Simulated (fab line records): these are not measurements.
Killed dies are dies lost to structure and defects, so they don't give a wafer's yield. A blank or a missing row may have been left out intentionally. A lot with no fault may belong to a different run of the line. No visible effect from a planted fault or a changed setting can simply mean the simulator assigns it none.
A single fault, viewed from 2 desks || flow gf180mcu || every desk sees just its own numbers, and what lay behind them comes last

THE METROLOGY DESK
What the gauges read for every lot (on any tool): the sampled wafers with a number, averaged. The brackets show how far a lot's mean lies from the usual mean; more than 4 standard deviations puts the lot out of limits, marked OUT.
Columns: A = HV_LDD_TW at GF_HV_LDD_TW_MEAS_11, usual 2401; B = HV_LDD_RS at GF_HV_LDD_RS_MEAS_53, usual 418.6 ohm/sq; C = cd_nm at GF_CONTACT_CD_MEAS_14, usual 219.5 nm; D = V2_OVL at GF_V2_OVL_MEAS_15, usual 3 nm
{"lot": "L561", "first seen here": "day 10 03:53", "A": 2349, "B": 418.7, "C": 219.0, "D": 10}
{"lot": "L564", "first seen here": "day 11 02:04", "A": 2407, "B": 418.5, "C": 218.9, "D": 9}
{"lot": "L566", "first seen here": "day 11 21:44", "A": 2414, "B": 418.5, "C": 220.4, "D": 3}
{"lot": "L567", "first seen here": "day 12 12:01", "A": 2344, "B": 417.6, "C": 220.4, "D": 1}
{"lot": "L569", "first seen here": "day 13 07:24", "A": 2398, "B": 419.2, "C": 218.9, "D": 13}
{"lot": "L570", "first seen here": "day 13 19:04", "A": 2406, "B": 419.2, "C": 217.8, "D": -2}
{"lot": "L572", "first seen here": "day 14 02:30", "A": 2411, "B": 418.5, "C": 220.4, "D": -2}
{"lot": "L571", "first seen here": "day 14 02:48", "A": 2400, "B": 417.7, "C": 218.9, "D": 2}
{"lot": "L574", "first seen here": "day 14 06:31", "A": 2406, "B": 418.8, "C": 219.4, "D": 6}
{"lot": "L573", "first seen here": "day 14 08:15", "A": 2407, "B": 417.9, "C": 218.8, "D": 2}
{"lot": "L575", "first seen here": "day 15 00:34", "A": 2477, "B": "397.7 (-24) OUT", "C": 221.1, "D": 5}
{"lot": "L578", "first seen here": "day 15 14:35", "A": 2438, "B": "399.0 (-22) OUT", "C": 219.2, "D": 5}
{"lot": "L583", "first seen here": "day 17 02:46", "A": 2401, "B": 419.3, "C": 217.9, "D": -5}
Finding of this desk: L575, L578 out of limits, first seen on L575 at day 17 19:24 (HV_LDD_RS at GF_HV_LDD_RS_MEAS_53). L561, L564, L566, L567, L569, L570, L572, L571, L574, L573, L583 stayed within limits.

FOR THE TOOL OWNER'S DESK: implanter-02
For each lot that ran on this tool, the mean over its sampled wafers that have a number, from the tool's own readings at GF_HV_LDD_IMPLANT_09. The brackets show how far a lot's mean lies from the usual mean; more than 4 standard deviations puts the lot out of limits, marked OUT.
Columns: A = beam_energy_keV at GF_HV_LDD_IMPLANT_09, usual 40.000; B = beam_on_s at GF_HV_LDD_IMPLANT_09, usual 9.99 s; C = dose_ions_cm2 at GF_HV_LDD_IMPLANT_09, usual 1.0001e+14; D = faraday_current_uA at GF_HV_LDD_IMPLANT_09, usual 564
{"lot": "L567", "first seen here": "day 12 11:47", "A": 40.005, "B": 10.05, "C": 9.9930e+13, "D": 561}
{"lot": "L569", "first seen here": "day 13 07:09", "A": 39.990, "B": 9.99, "C": 1.0003e+14, "D": 565}
{"lot": "L571", "first seen here": "day 14 02:33", "A": 40.013, "B": 9.99, "C": 9.9940e+13, "D": 563}
{"lot": "L573", "first seen here": "day 14 08:00", "A": 39.998, "B": 9.87, "C": 1.0013e+14, "D": 571}
{"lot": "L575", "first seen here": "day 15 00:20", "A": 39.982, "B": 10.01, "C": "1.1196e+14 (+99 or more) OUT", "D": "630 (+6.8) OUT"}
{"lot": "L578", "first seen here": "day 15 14:20", "A": 39.998, "B": 9.92, "C": "1.1205e+14 (+99 or more) OUT", "D": "634 (+7.1) OUT"}
Finding of this desk: L575, L578 out of limits; the first was L575 at day 15 00:20, on dose_ions_cm2 at GF_HV_LDD_IMPLANT_09. L567, L569, L571, L573 stayed within limits.

ALL TOGETHER
On L575, L578, at day 15 00:20, an alarm was possible from the tool owner's desk.
L575, L578 would have let the metrology desk raise an alarm at day 17 19:24.
All the named lots went through GF_HV_LDD_IMPLANT_09 on implanter-02.

WHAT HAD BEEN PUT IN BY THE SIMULATOR
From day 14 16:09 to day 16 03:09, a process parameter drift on implanter-02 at GF_HV_LDD_IMPLANT_09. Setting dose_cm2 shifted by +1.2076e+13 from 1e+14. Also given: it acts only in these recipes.
Lots struck among those shown: L575, L578.
Hours from the fault's start to each desk's first reading out of limits: the tool owner's desk, 8; the metrology desk, 75.
